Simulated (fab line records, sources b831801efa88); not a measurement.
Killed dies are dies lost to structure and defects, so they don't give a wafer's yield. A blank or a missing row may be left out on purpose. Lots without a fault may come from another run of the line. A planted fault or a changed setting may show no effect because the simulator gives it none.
Which tool did it? | flow sky130 | 11 lots, 33 wafers sampled, at 1 step of a route of 708

WHAT THE GAUGES READ, wafer by wafer
SKY_RES_PROTECT_TW_MEAS_08. Usual: POLY_GATE_TW 4028, standard deviation 53.
lot  | measured     | on            | POLY_GATE_TW   | flag
L777 | day 15 21:01 | film_metro-04 | 4069 4059 4062 |
L781 | day 16 22:34 | film_metro-04 | 4045 4046 4058 |
L786 | day 18 18:05 | film_metro-02 | 4001 4013 4006 |
L788 | day 19 09:36 | film_metro-03 | 3976 4006 4002 |
L789 | day 19 15:52 | film_metro-04 | 4107 4074 4094 |
L790 | day 20 02:26 | film_metro-04 | 4118 4142 4153 |
L792 | day 20 17:14 | film_metro-02 | 4017 4008 4019 |
L793 | day 21 06:25 | film_metro-04 | 4138 4122 4100 |
L797 | day 22 06:40 | film_metro-04 | 4116 4132 4142 |
L798 | day 22 21:41 | film_metro-03 | 4003 4000 3997 |
L800 | day 23 11:06 | film_metro-03 | 3975 3978 4008 |

WHICH TOOL RAN EACH LOT (tool, then ch and the chambers of the sampled wafers, then the start)
The record holds no process step before these readings.

WHAT THE TOOLS THEMSELVES READ (means of the sampled wafers that have a number; where no wafer has one, the mark that the record gives instead)
The record holds no such reading with a usual standard deviation.

THE ANSWER, worked out from the rows above alone
Rule: a lot is off if the mean of its wafers that have a number lies more than 3 standard deviations from the usual mean. A lot without any number at a reading at which 4 lots or more have one is off too. The other lots that the step has rows for count as sound. The gauges are gone through in route order, then the tools' own readings, and for those a lot's mean is taken as printed above. The first step at which some lot is off is used, and at that step the reading that is off furthest; a lot without a number counts as furthest.
No lot is off at any reading shown: from this, nothing can be told.

WHAT THE SIMULATOR HAD PUT IN
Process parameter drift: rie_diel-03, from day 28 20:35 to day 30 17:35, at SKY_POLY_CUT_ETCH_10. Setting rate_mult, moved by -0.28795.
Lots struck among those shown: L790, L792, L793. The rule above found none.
